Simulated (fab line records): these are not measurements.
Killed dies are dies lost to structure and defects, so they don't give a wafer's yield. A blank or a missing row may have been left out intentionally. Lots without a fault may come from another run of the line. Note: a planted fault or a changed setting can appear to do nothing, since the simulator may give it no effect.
fab line records    flow sky130
[record] lots = 6  wafers = 16  lastDay = 50
route steps=708 shown VIA2@527 METAL3@532 CAPM@537 PAD_OPEN@708
lots that met no fault: taken from a fault-free run of the same line
startH: hours from the record's opening day to when the first of the lot's shown wafers began    waitH: hours from the lot's prior step to this one    " identical to the entry in the row above    L1.1+2: a row that stands for several wafers    - no value, or no start given    * or withheld: withheld    < > ~ a bound
route shown NAME@n: a module of which the file shows steps, and the number in the route of the first    usual: mean and standard deviation over wafers with no fault    same: alike in all rows    chamber/n: place in a boat    sites: the reading at each site    _std_site: their standard deviation    _edge_site: inner sites' mean taken away from outer sites' mean    radiusMm: how far each site lies from the wafer's centre    mask NAME#n: copy n    behind: tool/chamber where the wafer was last shaped    hold: reason for holding the lot/hours on hold/outcome of the hold    device: which transistor (n, p or np) failed to switch    end of line: at the end of the route, the tests of the same wafers    where a step has no rows: the recipe by itself    killed: count of dies lost to structure and defects at first sort (not the wafer's yield)    map: per-die view of a wafer (x killed, . not killed, _ where there is no die)
set.NAME: setting as actually run; set.NAME@STEP: the setting as run at that earlier step    model.NAME: the simulator's own value behind a step, which no gauge read
a table for each step, a row for each wafer; lots at some steps of the route
services: from which hour (startH, from the record's first day; less than 0 if before it) a tool's chamber was out of use, for how many hours, and why
[[steps]]
[step SKY_VIA2_SPUTTER_20]
[recipe] material = TiN  targetThkNm = 20  chamberPressurePa = 5  powerW = 4000  timeS = 80
[usual] throttleValvePct = 29.8/1.2
lot.wafer  tool           chamber  startH   waitH  throttleValvePct
L417.4     pvdSputter-01  -        863.77   0.0    31.9
L417.5     "              -        "        "      30.1
L417.6     "              -        "        "      29.2
L423.2     pvdSputter-01  -        901.07   0.0    29.8
L423.3     "              -        "        "      30.2
L423.5     "              -        "        "      30.2
L436.2     pvdSputter-01  -        990.08   0.0    29.2
L436.5     "              -        "        "      29.9
L437.3     pvdSputter-04  -        990.86   0.0    30.4
L437.6     "              -        "        "      29.1
L439.1     pvdSputter-04  -        998.93   0.0    29.4
L439.2     "              -        "        "      27.5
L439.3     "              -        "        "      29.4
L440.1     pvdSputter-01  -        1004.37  0.0    30.2
L440.4     "              -        "        "      29.8
L440.5     "              -        "        "      29.7
[step SKY_VIA2_CVD_21]
[recipe] material = W  targetThkNm = 420  timeS = 126.4  tempC = 400  pressureTorr = 40
[usual] heaterPowerW = 812/37  susceptorTempC = 400.01/0.22
lot.wafer  tool     chamber  startH   waitH  heaterPowerW  susceptorTempC
L417.4     cvdW-01  0        863.88   0.1    838           400.23
L417.5     "        0        "        "      804           400.36
L417.6     "        1        "        "      781           399.70
L423.2     cvdW-02  1        901.13   0.0    882           400.22
L423.3     "        1        "        "      878           400.08
L423.5     "        1        "        "      885           400.33
L436.2     cvdW-02  1        990.14   0.0    803           399.83
L436.5     "        0        "        "      808           400.58
L437.3     cvdW-01  1        990.96   0.1    773           399.93
L437.6     "        0        "        "      851           400.20
L439.1     cvdW-02  0        998.99   0.0    799           400.18
L439.2     "        1        "        "      810           400.44
L439.3     "        0        "        "      817           399.92
L440.1     cvdW-01  1        1004.43  0.0    789           400.18
L440.4     "        1        "        "      775           400.03
L440.5     "        0        "        "      839           399.85
[step SKY_VIA2_RS_MEAS_22]
[recipe] thkMeasGauge = four-point-probe  reads = W_of_VIA2_CVD_21+TiN_of_VIA2_SPUTTER_20
[usual] VIA2_W_RS = 0.2746/0.0024
lot.wafer  tool          chamber  startH   waitH  VIA2_W_RS[ohm/sq]
L417.4     filmMetro-03  -        864.02   0.1    0.2710
L417.5     "             -        "        "      0.2706
L417.6     "             -        "        "      0.2720
L423.2     filmMetro-03  -        901.28   0.1    0.2718
L423.3     "             -        "        "      0.2721
L423.5     "             -        "        "      0.2745
L436.2     filmMetro-02  -        990.29   0.1    0.2756
L436.5     "             -        "        "      0.2735
L437.3     filmMetro-04  -        991.09   0.1    0.2748
L437.6     "             -        "        "      0.2773
L439.1     filmMetro-04  -        999.12   0.1    0.2733
L439.2     "             -        "        "      0.2770
L439.3     "             -        "        "      0.2753
L440.1     filmMetro-04  -        1004.56  0.1    0.2760
L440.4     "             -        "        "      0.2737
L440.5     "             -        "        "      0.2746
[step SKY_VIA2_THK_MEAS_23]
[recipe] thkMeasGauge = xrf  reads = W_of_VIA2_CVD_21
[usual] VIA2_W_THK = 415/4.9
lot.wafer  tool          chamber  startH   waitH  VIA2_W_THK[nm]
L417.4     filmMetro-03  -        864.11   0.1    425
L417.5     "             -        "        "      420
L417.6     "             -        "        "      420
L423.2     filmMetro-03  -        901.39   0.1    423
L423.3     "             -        "        "      423
L423.5     "             -        "        "      422
L436.2     filmMetro-02  -        990.40   0.1    407
L436.5     "             -        "        "      412
L437.3     filmMetro-04  -        991.19   0.1    412
L437.6     "             -        "        "      411
L439.1     filmMetro-04  -        999.24   0.1    414
L439.2     "             -        "        "      411
L439.3     "             -        "        "      413
L440.1     filmMetro-04  -        1004.68  0.1    414
L440.4     "             -        "        "      416
L440.5     "             -        "        "      414
[step SKY_VIA2_CMP_24]
[recipe] stopOn = SiO2  tOverpolishS = 20  downForcePsi = 3.5  platenRpm = 60  targetThkNm = 0  padVelocityMS = 0.94248
[step SKY_METAL3_SPUTTER_00]
[recipe] material = Ti  targetThkNm = 15  powerW = 3000  timeS = 10  chamberPressurePa = 0.4
[step SKY_METAL3_SPUTTER_01]
[recipe] material = TiN  targetThkNm = 20  powerW = 6500  timeS = 16.7  chamberPressurePa = 0.4
[usual] throttleValvePct = 29.4/1
lot.wafer  tool           chamber  startH   waitH  throttleValvePct
L417.4     pvdSputter-02  -        864.48   0.0    29.1
L417.5     "              -        "        "      30.0
L417.6     "              -        "        "      29.5
L423.2     pvdSputter-02  -        901.77   0.0    29.4
L423.3     "              -        "        "      27.7
L423.5     "              -        "        "      29.2
L436.2     pvdSputter-03  -        990.77   0.0    29.7
L436.5     "              -        "        "      29.6
L437.3     pvdSputter-02  -        991.96   0.0    29.6
L437.6     "              -        "        "      29.1
L439.1     pvdSputter-03  -        999.62   0.0    30.0
L439.2     "              -        "        "      29.8
L439.3     "              -        "        "      31.5
L440.1     pvdSputter-02  -        1005.06  0.0    27.5
L440.4     "              -        "        "      29.1
L440.5     "              -        "        "      27.7
[step SKY_METAL3_SPUTTER_02]
[recipe] material = AlCu  targetThkNm = 735  powerW = 10600  timeS = 39.1  chamberPressurePa = 0.4
[step SKY_METAL3_SPUTTER_03]
[recipe] material = Ti  targetThkNm = 5  powerW = 3000  timeS = 3.3  chamberPressurePa = 0.4
[usual] throttleValvePct = 29.4/1
lot.wafer  tool           chamber  startH   waitH  throttleValvePct
L417.4     pvdSputter-02  -        864.54   0.0    29.3
L417.5     "              -        "        "      30.0
L417.6     "              -        "        "      29.5
L423.2     pvdSputter-02  -        901.83   0.0    29.2
L423.3     "              -        "        "      27.7
L423.5     "              -        "        "      29.0
L436.2     pvdSputter-03  -        990.84   0.0    29.4
L436.5     "              -        "        "      29.5
L437.3     pvdSputter-02  -        992.03   0.0    29.5
L437.6     "              -        "        "      28.9
L439.1     pvdSputter-03  -        999.68   0.0    30.2
L439.2     "              -        "        "      29.4
L439.3     "              -        "        "      31.3
L440.1     pvdSputter-02  -        1005.12  0.0    27.6
L440.4     "              -        "        "      29.4
L440.5     "              -        "        "      27.5
[step SKY_METAL3_SPUTTER_04]
[recipe] material = TiN  targetThkNm = 70  powerW = 6500  timeS = 58.3  chamberPressurePa = 0.4
[step SKY_CAPM_CVD_00]
[recipe] material = SiO2  targetThkNm = 15.5  tempC = 400  timeS = withheld  rfW = 450
[usual] heaterPowerW = 751/83  susceptorTempC = 400.04/0.22
lot.wafer  tool      chamber  startH   waitH  heaterPowerW  susceptorTempC
L417.4     pecvd-02  1        864.61   0.0    745           399.68
L417.5     "         0        "        "      691           399.65
L417.6     "         2        "        "      806           400.07
L423.2     pecvd-03  0        901.90   0.0    792           400.17
L423.3     "         1        "        "      670           399.95
L423.5     "         2        "        "      676           400.32
L436.2     pecvd-02  2        990.90   0.0    683           400.34
L436.5     "         1        "        "      819           399.83
L437.3     pecvd-03  1        992.09   0.0    605           400.10
L437.6     "         0        "        "      892           399.97
L439.1     pecvd-02  1        999.75   0.0    855           399.88
L439.2     "         2        "        "      774           400.00
L439.3     "         0        "        "      613           400.26
L440.1     pecvd-04  1        1005.19  0.0    681           399.98
L440.4     "         2        "        "      844           399.86
L440.5     "         1        "        "      669           399.93
[step SKY_CAPM_THK_MEAS_01]
[recipe] reads = SiO2_of_CAPM_CVD_00
[usual] CAPM_CVD_00_THK = 15.54/0.22
lot.wafer  tool          chamber  startH   waitH  CAPM_CVD_00_THK[nm]
L417.4     filmMetro-04  -        864.65   -      15.21
L417.5     "             -        "        "      15.43
L417.6     "             -        "        "      15.15
L423.2     filmMetro-01  -        901.93   -      15.32
L423.3     "             -        "        "      15.51
L423.5     "             -        "        "      15.70
L436.2     filmMetro-01  -        990.94   -      15.55
L436.5     "             -        "        "      15.47
L437.3     filmMetro-04  -        992.14   -      15.48
L437.6     "             -        "        "      15.74
L439.1     filmMetro-01  -        999.77   -      15.32
L439.2     "             -        "        "      15.50
L439.3     "             -        "        "      15.40
L440.1     filmMetro-03  -        1005.21  -      15.51
L440.4     "             -        "        "      15.68
L440.5     "             -        "        "      15.66
[step SKY_CAPM_SPUTTER_02]
[recipe] material = TiN  targetThkNm = 200  tempC = 300  powerW = 6500  timeS = 166.7  chamberPressurePa = 0.4
[usual] susceptorTempC = 299.99/0.19  throttleValvePct = 29.5/1.2
lot.wafer  tool           chamber  startH   waitH  susceptorTempC  throttleValvePct  model.TiN_of_CAPM_SPUTTER_02.thkNm
L417.4     pvdSputter-01  -        864.68   0.0    299.72          29.5              201.4
L417.5     "              -        "        "      300.09          29.9              200.2
L417.6     "              -        "        "      299.70          29.5              201.7
L423.2     pvdSputter-04  -        901.98   0.0    300.24          30.3              199.3
L423.3     "              -        "        "      300.15          29.7              198
L423.5     "              -        "        "      300.28          27.4              200.4
L436.2     pvdSputter-01  -        990.99   0.0    299.47          30.0              198.7
L436.5     "              -        "        "      299.87          32.0              254
L437.3     pvdSputter-01  -        992.18   0.0    299.97          29.5              199.9
L437.6     "              -        "        "      299.95          30.3              257.3
L439.1     pvdSputter-04  -        999.83   0.1    299.65          30.2              197.4
L439.2     "              -        "        "      300.33          29.0              195.4
L439.3     "              -        "        "      299.77          29.3              196
L440.1     pvdSputter-04  -        1005.27  0.1    299.74          27.4              201.9
L440.4     "              -        "        "      300.20          30.4              199.3
L440.5     "              -        "        "      299.77          27.3              200.1
[step SKY_CAPM_RS_MEAS_03]
[recipe] thkMeasGauge = four-point-probe  reads = TiN_of_CAPM_SPUTTER_02
[usual] CAPM_TIN_RS = 6.94/0.083
lot.wafer  tool          chamber  startH   waitH  CAPM_TIN_RS[ohm/sq]
L417.4     filmMetro-03  -        864.85   0.1    6.85
L417.5     "             -        "        "      6.90
L417.6     "             -        "        "      6.85
L423.2     filmMetro-03  -        902.11   0.1    6.95
L423.3     "             -        "        "      6.98
L423.5     "             -        "        "      6.89
L436.2     filmMetro-01  -        991.12   0.1    6.95
L436.5     "             -        "        "      5.41
L437.3     filmMetro-03  -        992.33   0.1    6.92
L437.6     "             -        "        "      5.34
L439.1     filmMetro-04  -        999.94   0.1    7.01
L439.2     "             -        "        "      7.08
L439.3     "             -        "        "      7.06
L440.1     filmMetro-01  -        1005.38  0.1    6.83
L440.4     "             -        "        "      6.94
L440.5     "             -        "        "      6.90
[step SKY_CAPM_THK_MEAS_04]
[recipe] thkMeasGauge = xrf  reads = TiN_of_CAPM_SPUTTER_02
[usual] CAPM_TIN_THK = 200.2/2.5
lot.wafer  tool          chamber  startH   waitH  CAPM_TIN_THK[nm]
L417.4     filmMetro-03  -        864.94   0.1    201.9
L417.5     "             -        "        "      200.5
L417.6     "             -        "        "      202.2
L423.2     filmMetro-03  -        902.22   0.1    200.4
L423.3     "             -        "        "      199.1
L423.5     "             -        "        "      201.6
L436.2     filmMetro-01  -        991.23   0.1    199.7
L436.5     "             -        "        "      255.1
L437.3     filmMetro-03  -        992.43   0.1    199.7
L437.6     "             -        "        "      257.8
L439.1     filmMetro-04  -        1000.06  0.1    198.4
L439.2     "             -        "        "      196.4
L439.3     "             -        "        "      196.4
L440.1     filmMetro-01  -        1005.50  0.1    203.2
L440.4     "             -        "        "      200.8
L440.5     "             -        "        "      201.4
[step SKY_CAPM_DEHYDRATE_05]
[recipe] tempC = 200  timeS = 60
[step SKY_CAPM_HMDS_06]
[recipe] primeTimeS = 60  primeTempC = 120
[step SKY_CAPM_COAT_07]
[recipe] resist = NOVOLAK  spinRpm = 3000  resistThkNm = 1140
[step SKY_CAPM_SOFTBAKE_08]
[recipe] tempC = 90  timeS = 60  resist = NOVOLAK
[step SKY_CAPM_EXPOSE_09]
[recipe] maskId = CAPM  na = 0.6  sourceShape = conventional  sigmaOuter = 0.6  polarization = unpolarized  targetCdNm = 1000  doseMj = 159
[step SKY_CAPM_PEB_10]
[recipe] tempC = withheld  timeS = *  resist = NOVOLAK
[step SKY_CAPM_DEVELOP_11]
[recipe] resist = NOVOLAK  developer = TMAH  developTimeS = 60  devTempC = 23
[step SKY_CAPM_OVL_MEAS_12]
[usual] CAPM_OVL = -0.4/1.3
lot.wafer  tool        chamber  startH   waitH  CAPM_OVL[nm]
L417.4     overlay-02  -        890.29   0.1    -0.1
L417.5     "           -        "        "      0.5
L417.6     "           -        "        "      0.2
L423.2     overlay-02  -        926.77   0.1    0.7
L423.3     "           -        "        "      0.9
L423.5     "           -        "        "      0.4
L436.2     overlay-01  -        1013.36  0.1    -0.1
L436.5     "           -        "        "      1.2
L437.3     overlay-01  -        1014.68  0.1    -1.5
L437.6     "           -        "        "      -1.2
L439.1     overlay-02  -        1022.31  0.1    0.3
L439.2     "           -        "        "      0.2
L439.3     "           -        "        "      0.1
L440.1     overlay-02  -        1028.26  0.1    -3.5
L440.4     "           -        "        "      -2.6
L440.5     "           -        "        "      -2.4
[step SKY_CAPM_METAL_ETCH_13]
[recipe] targetDepthNm = 220  stopOn = SiO2  chemistry = Cl2/BCl3  target = TiN  pressureMtorr = 10  icpW = 900  biasW = 48.5  Cl2_flow_sccm = 60  bcl3FlowSccm = 30  timeS = 62.9
[usual] drypumpMotorCurrentA = 5.7/0.49  mfcCl2Sccm = 60.04/0.19  oesProductAu = 0.939/0.0072  throttleValvePct = 21.902/0.0098
lot.wafer  tool         chamber  startH   waitH  drypumpMotorCurrentA  mfcCl2Sccm  oesProductAu  rfHoursCounterH  throttleValvePct
L417.4     rieMetal-03  0        890.33   0.0    6.4                   60.17       0.944         -                21.907
L417.5     "            0        "        "      6.5                   60.06       0.939         -                21.902
L417.6     "            1        "        "      5.1                   59.89       0.944         -                21.896
L423.2     rieMetal-02  1        926.80   0.0    6.0                   60.10       0.934         8                21.901
L423.3     "            1        "        "      6.0                   60.32       0.939         -                21.894
L423.5     "            0        "        "      5.1                   59.78       0.943         -                21.896
L436.2     rieMetal-02  1        1013.39  0.0    6.0                   60.28       0.937         13               21.914
L436.5     "            1        "        "      6.0                   59.71       1.004         -                21.863
L437.3     rieMetal-02  1        1014.72  0.0    5.9                   60.03       0.943         -                21.902
L437.6     "            1        "        "      6.0                   59.89       1.012         -                21.849
L439.1     rieMetal-02  1        1022.35  0.0    6.0                   60.21       0.936         13               21.917
L439.2     "            0        "        "      5.1                   60.08       0.933         7                21.932
L439.3     "            1        "        "      6.0                   60.17       0.929         -                21.908
L440.1     rieMetal-01  1        1028.29  0.0    6.1                   60.04       0.947         17               21.893
L440.4     "            0        "        "      5.9                   59.93       0.930         -                21.899
L440.5     "            0        "        "      5.9                   60.46       0.942         -                21.905
[step SKY_CAPM_STRIP_14]
[recipe] chemistry = O2/N2  powerW = 1400  pressureMtorr = 1500  platenTempC = withheld  o2FlowSccm = 3000  n2FlowSccm = 300  overashFraction = 0.5
[step SKY_CAPM_STRIP_15]
[recipe] chemistry = postEtchResidueRemover  timeS = 1200  tempC = 72.5
lot.wafer  tool         chamber  startH   waitH  model.TiN_of_CAPM_SPUTTER_02.thkNm
L417.4     wetBench-04  0        890.48   0.0    201
L417.5     "            0        "        "      199.8
L417.6     "            0        "        "      201.3
L423.2     wetBench-01  3        926.98   0.1    198.9
L423.3     "            3        "        "      197.6
L423.5     "            3        "        "      199.9
L436.2     wetBench-04  0        1013.57  0.1    198.3
L436.5     "            0        "        "      253.6
L437.3     wetBench-01  3        1014.88  0.0    199.4
L437.6     "            3        "        "      256.8
L439.1     wetBench-03  1        1022.53  0.1    197
L439.2     "            1        "        "      195
L439.3     "            1        "        "      195.6
L440.1     wetBench-01  3        1028.47  0.1    201.5
L440.4     "            3        "        "      198.9
L440.5     "            3        "        "      199.7
[step SKY_CAPM_CLEAN_16]
[recipe] chemistry = IPA  timeS = 180  tempC = 25
[step SKY_PAD_OPEN_PROBE_99]
[usual] defectLimitedYield = 82.3/1.9  killed_at_M0_to_M3 = 44/6.5  killed_at_M4_up = 3.3/1.9  killedAtContacts = 24/5.3  killedAtFrontEnd = 15/4.5  killedAtOther = 0.3/0.58  killedDies = 87/9.3  killedOnRim = 17/4.2  killedOpen = 48/6.6  killedShort = 39/6.1  sort_bin_3_pad_short = 0.9/0.46  sort_bin_5_function = 10.5/1.6  sort_bin_6_memory = 6.3/1.1  sortNPass = 405/9.3  sortYieldPct = 82.3/1.9
[same] grossDies = 492  killedAtBackSide = 0  sort_bin_4_leakage[%] = 0  sort_bin_8_speed[%] = 0
lot.wafer  tool       chamber  startH   waitH  defectLimitedYield[%]  killed_at_M0_to_M3  killed_at_M4_up  killedAtContacts  killedAtFrontEnd  killedAtOther  killedDies  killedOnRim  killedOpen  killedShort  sort_bin_3_pad_short[%]  sort_bin_5_function[%]  sort_bin_6_memory[%]  sortNPass  sortYieldPct[%]
L417.4     prober-02  -        1086.12  0.2    78.5                   49                  3                34                20                0              106         22           60          46           0.8                      11.0                    9.8                   386        78.5
L417.5     prober-02  -        1086.17  0.2    82.9                   35                  3                31                14                1              84          17           40          44           0.6                      10.0                    6.5                   408        82.9
L417.6     prober-02  -        1086.22  0.2    80.9                   49                  3                24                18                0              94          14           52          42           1.2                      11.2                    6.7                   398        80.9
L436.5     prober-01  -        1184.17  0.2    0                      40                  2                22                13                415            492         96           51          26           85.2                     8.5                     6.3                   0          0
L437.3     prober-01  -        1187.40  0.2    78.9                   51                  2                38                12                1              104         19           61          43           1.0                      11.6                    8.5                   388        78.9
L437.6     prober-01  -        1187.55  0.2    0                      30                  4                26                12                420            492         96           34          38           86.4                     7.9                     5.7                   0          0
L440.1     prober-02  -        1193.90  0.1    81.1                   50                  7                24                11                1              93          21           54          39           0.2                      11.4                    7.3                   399        81.1
L440.4     prober-02  -        1194.05  0.2    80.3                   44                  6                33                14                0              97          19           52          45           0.8                      12.2                    6.7                   395        80.3
L440.5     prober-02  -        1194.10  0.2    81.3                   48                  2                29                11                2              92          17           52          40           0.8                      12.4                    5.5                   400        81.3
// killed by level:class
L417.4 LI_CONTACT:geometricParticle:open=14 VIA2:geometricParticle:open=8 VIA3:geometricParticle:open=7 CONTACT:geometricParticle:short=7 VIA1:geometricParticle:open=7 POLY_GATE:geometricParticle:short=6 METAL2:geometricParticle:open=5 CONTACT:geometricParticle:open=5
L417.5 CONTACT:geometricParticle:open=11 VIA1:geometricParticle:open=9 LOCAL_INTERCONNECT:geometricParticle:short=7 METAL2:geometricParticle:short=7 VIA2:geometricParticle:open=7 CONTACT:geometricParticle:short=5 POLY_GATE:geometricParticle:short=4 FIELD_ISO:geometricParticle:open=3
L417.6 CONTACT:geometricParticle:open=10 VIA1:geometricParticle:short=8 VIA1:geometricParticle:open=8 VIA2:geometricParticle:open=7 METAL2:geometricParticle:short=6 FIELD_ISO:geometricParticle:open=5 LOCAL_INTERCONNECT:geometricParticle:short=5 FIELD_ISO:geometricParticle:short=5
L436.5 CAPM:areaEtch=415 VIA1:geometricParticle:open=10 CONTACT:geometricParticle:open=9 FIELD_ISO:geometricParticle:open=7 LI_CONTACT:geometricParticle:open=6 VIA1:geometricParticle:short=6 VIA3:geometricParticle:open=6 METAL1:geometricParticle:open=5
L437.3 LI_CONTACT:geometricParticle:open=9 CONTACT:geometricParticle:open=9 VIA1:geometricParticle:open=9 CONTACT:geometricParticle:short=8 VIA3:geometricParticle:open=8 VIA2:geometricParticle:open=7 METAL1:geometricParticle:short=7 METAL2:geometricParticle:short=7
L437.6 CAPM:areaEtch=420 LI_CONTACT:geometricParticle:open=9 VIA3:geometricParticle:open=7 CONTACT:geometricParticle:open=7 LOCAL_INTERCONNECT:geometricParticle:short=6 METAL1:geometricParticle:short=6 METAL4:geometricParticle:short=4 VIA1:geometricParticle:open=4
L440.1 VIA1:geometricParticle:open=10 METAL1:geometricParticle:short=8 LI_CONTACT:geometricParticle:open=8 VIA2:geometricParticle:open=8 CONTACT:geometricParticle:open=7 VIA1:geometricParticle:short=7 CONTACT:geometricParticle:short=7 VIA3:geometricParticle:open=6
L440.4 CONTACT:geometricParticle:open=14 VIA1:geometricParticle:open=12 METAL2:geometricParticle:short=8 POLY_GATE:geometricParticle:short=6 LOCAL_INTERCONNECT:geometricParticle:short=6 VIA2:geometricParticle:open=6 METAL3:geometricParticle:short=5 LI_CONTACT:geometricParticle:short=5
L440.5 VIA1:geometricParticle:open=17 CONTACT:geometricParticle:open=16 CONTACT:geometricParticle:short=6 VIA2:geometricParticle:open=6 METAL1:geometricParticle:short=5 VIA1:geometricParticle:short=5 METAL3:geometricParticle:short=5 FIELD_ISO:geometricParticle:short=4
// map L436.5 (x killed, . not)
__________xxxxxxxxxx_________
________xxxxxxxxxxxxxx_______
______xxxxxxxxxxxxxxxxxx_____
_____xxxxxxxxxxxxxxxxxxxx____
____xxxxxxxxxxxxxxxxxxxxxx___
___xxxxxxxxxxxxxxxxxxxxxxxx__
__xxxxxxxxxxxxxxxxxxxxxxxxxx_
_xxxxxxxxxxxxxxxxxxxxxxxxxxxx
_xxxxxxxxxxxxxxxxxxxxxxxxxxxx
_xxxxxxxxxxxxxxxxxxxxxxxxxxxx
_xxxxxxxxxxxxxxxxxxxxxxxxxxxx
_xxxxxxxxxxxxxxxxxxxxxxxxxxxx
_xxxxxxxxxxxxxxxxxxxxxxxxxxxx
_xxxxxxxxxxxxxxxxxxxxxxxxxxxx
_xxxxxxxxxxxxxxxxxxxxxxxxxxxx
__xxxxxxxxxxxxxxxxxxxxxxxxxx_
___xxxxxxxxxxxxxxxxxxxxxxxx__
____xxxxxxxxxxxxxxxxxxxxxx___
_____xxxxxxxxxxxxxxxxxxxx____
______xxxxxxxxxxxxxxxxxx_____
________xxxxxxxxxxxxxx_______
__________xxxxxxxxxx_________
// map L437.6 (x killed, . not)
__________xxxxxxxxxx_________
________xxxxxxxxxxxxxx_______
______xxxxxxxxxxxxxxxxxx_____
_____xxxxxxxxxxxxxxxxxxxx____
____xxxxxxxxxxxxxxxxxxxxxx___
___xxxxxxxxxxxxxxxxxxxxxxxx__
__xxxxxxxxxxxxxxxxxxxxxxxxxx_
_xxxxxxxxxxxxxxxxxxxxxxxxxxxx
_xxxxxxxxxxxxxxxxxxxxxxxxxxxx
_xxxxxxxxxxxxxxxxxxxxxxxxxxxx
_xxxxxxxxxxxxxxxxxxxxxxxxxxxx
_xxxxxxxxxxxxxxxxxxxxxxxxxxxx
_xxxxxxxxxxxxxxxxxxxxxxxxxxxx
_xxxxxxxxxxxxxxxxxxxxxxxxxxxx
_xxxxxxxxxxxxxxxxxxxxxxxxxxxx
__xxxxxxxxxxxxxxxxxxxxxxxxxx_
___xxxxxxxxxxxxxxxxxxxxxxxx__
____xxxxxxxxxxxxxxxxxxxxxx___
_____xxxxxxxxxxxxxxxxxxxx____
______xxxxxxxxxxxxxxxxxx_____
________xxxxxxxxxxxxxx_______
__________xxxxxxxxxx_________
[[services]]
tool           chamber  startH   hours  kind
cvdW-01        -        840.43   0.6    repair
rieMetal-02    0        848.34   -      clean
rieMetal-01    1        848.96   3.0    repair
pvdSputter-02  -        855.48   1.1    repair
pvdSputter-04  -        862.62   14.0   repair
rieMetal-01    -        868.67   0.7    repair
pecvd-03       -        873.85   0.9    repair
cvdW-02        -        874.87   2.8    pm
rieMetal-03    -        891.95   1.4    pm
pecvd-04       -        901.73   2.8    pm
cvdW-02        -        904.00   14.0   pm
pecvd-02       0        909.68   8.4    repair
pvdSputter-03  -        918.34   54.1   repair
cvdW-02        -        926.46   14.6   pm
pecvd-03       1        929.24   6.7    repair
pecvd-03       -        931.95   28.1   pm
cvdW-01        -        941.06   6.9    pm
rieMetal-01    -        944.58   14.6   pm
pvdSputter-04  -        945.60   2.3    repair
cvdW-01        1        968.34   4.4    repair
pvdSputter-01  -        970.62   4.4    repair
rieMetal-03    -        974.54   2.8    pm
cvdW-02        -        986.88   0.9    repair
pvdSputter-04  -        1015.79  2.3    repair
[[key]]
[firstSign] step = SKY_CAPM_RS_MEAS_03  reading = CAPM_TIN_RS  direction = down  sigmas = 19  usual = 6.94  struck = 5.37
[effect] step = SKY_CAPM_THK_MEAS_04  reading = CAPM_TIN_THK  direction = up  sigmas = 22  usual = 200.2  struck = 256.4
[effect] step = SKY_CAPM_METAL_ETCH_13  reading = oesProductAu  direction = up  sigmas = 9.6  usual = 0.939  struck = 1.008
[effect] step = SKY_PAD_OPEN_PROBE_99  reading = killedAtOther  direction = up  sigmas = 99+  usual = 0.3  struck = 417.5
[modelEffect] step = SKY_CAPM_SPUTTER_02  value = TiN_of_CAPM_SPUTTER_02.thkNm  without = 200.3  struck = 255.6
[modelEffect] step = SKY_CAPM_STRIP_15  value = TiN_of_CAPM_SPUTTER_02.thkNm  without = 199.9  struck = 255.2
[moreKillsBornAt] SKY_CAPM_METAL_ETCH_13@rieMetal-02 = 835
metAt SKY_CAPM_SPUTTER_02
struckWafers L436.5,L437.6
laterRowsLeftOut L436.5,L437.6
onsetBetween 864.68 990.99
[fault] kind = processParameterDrift  tool = pvdSputter-01  chamber = -  onsetH = 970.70  steps = SKY_CAPM_SPUTTER_02  channel = targetThkNm  offset = 55.323  shape = step  endH = 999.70  scope = struckWafersOnly  actsIn = theseRecipesOnly  stated = 200
// laterRowsLeftOut: the simulator's readings of these wafers behind a module that went badly wrong aren't trusted and aren't shown, but for the sort
